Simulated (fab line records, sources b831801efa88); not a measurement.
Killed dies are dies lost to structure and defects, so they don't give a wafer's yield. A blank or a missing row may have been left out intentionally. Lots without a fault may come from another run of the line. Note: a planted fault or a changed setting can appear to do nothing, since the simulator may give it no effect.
Matching of chambers :: flow gf180mcu :: cmp-01 running GF_CONTACT_CMP_04: 4 sister chambers
The step polishes SiO2. 4 wafers are shown with their chamber, then 7 later ones without.

WAFERS WITH THEIR CHAMBER
wafer: L269.6
chamber: 3
timeToEndpointS (s): 108

wafer: L270.6
chamber: 2
timeToEndpointS (s): 114

wafer: L271.2
chamber: 0
timeToEndpointS (s): 110

wafer: L271.3
chamber: 1
timeToEndpointS (s): 112

WAFERS WHOSE CHAMBER IS MISSING
wafer: L271.5
timeToEndpointS (s): 122

wafer: L275.1
timeToEndpointS (s): 101

wafer: L275.4
timeToEndpointS (s): 105

wafer: L275.6
timeToEndpointS (s): 111

wafer: L276.2
timeToEndpointS (s): 96

wafer: L276.3
timeToEndpointS (s): 101

wafer: L276.6
timeToEndpointS (s): 106

THE CHAMBER EACH PASSED THROUGH
wafer: L271.5
from the rows above: can't be placed: 2 or 1 or 0 or 3
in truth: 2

wafer: L275.1
from the rows above: can't be placed: 3 or 0 or 1 or 2
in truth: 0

wafer: L275.4
from the rows above: can't be placed: 3 or 0 or 1 or 2
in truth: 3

wafer: L275.6
from the rows above: can't be placed: 0 or 1 or 2 or 3
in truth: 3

wafer: L276.2
from the rows above: can't be placed: 3 or 0 or 1 or 2
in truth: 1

wafer: L276.3
from the rows above: can't be placed: 3 or 0 or 1 or 2
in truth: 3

wafer: L276.6
from the rows above: can't be placed: 3 or 0 or 1 or 2
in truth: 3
Correct placement for 0 of the 7. Unplaceable from these rows: 7, with the true chamber sitting among the candidates in 7. Placed wrongly: 0.
How it was worked out, from the rows above alone: a wafer's distance from a chamber is the root of the sum, over the readings, of the square of ((its reading less the chamber's mean) divided by the reading's scatter). The wafer belongs to the nearest chamber; if the next one is less than 2 further off, it can't be placed. Each chamber's mean is taken over the wafers shown for it. The scatter: root of mean squared gap, hidden wafer to nearest shown wafer, with one shown wafer a chamber.
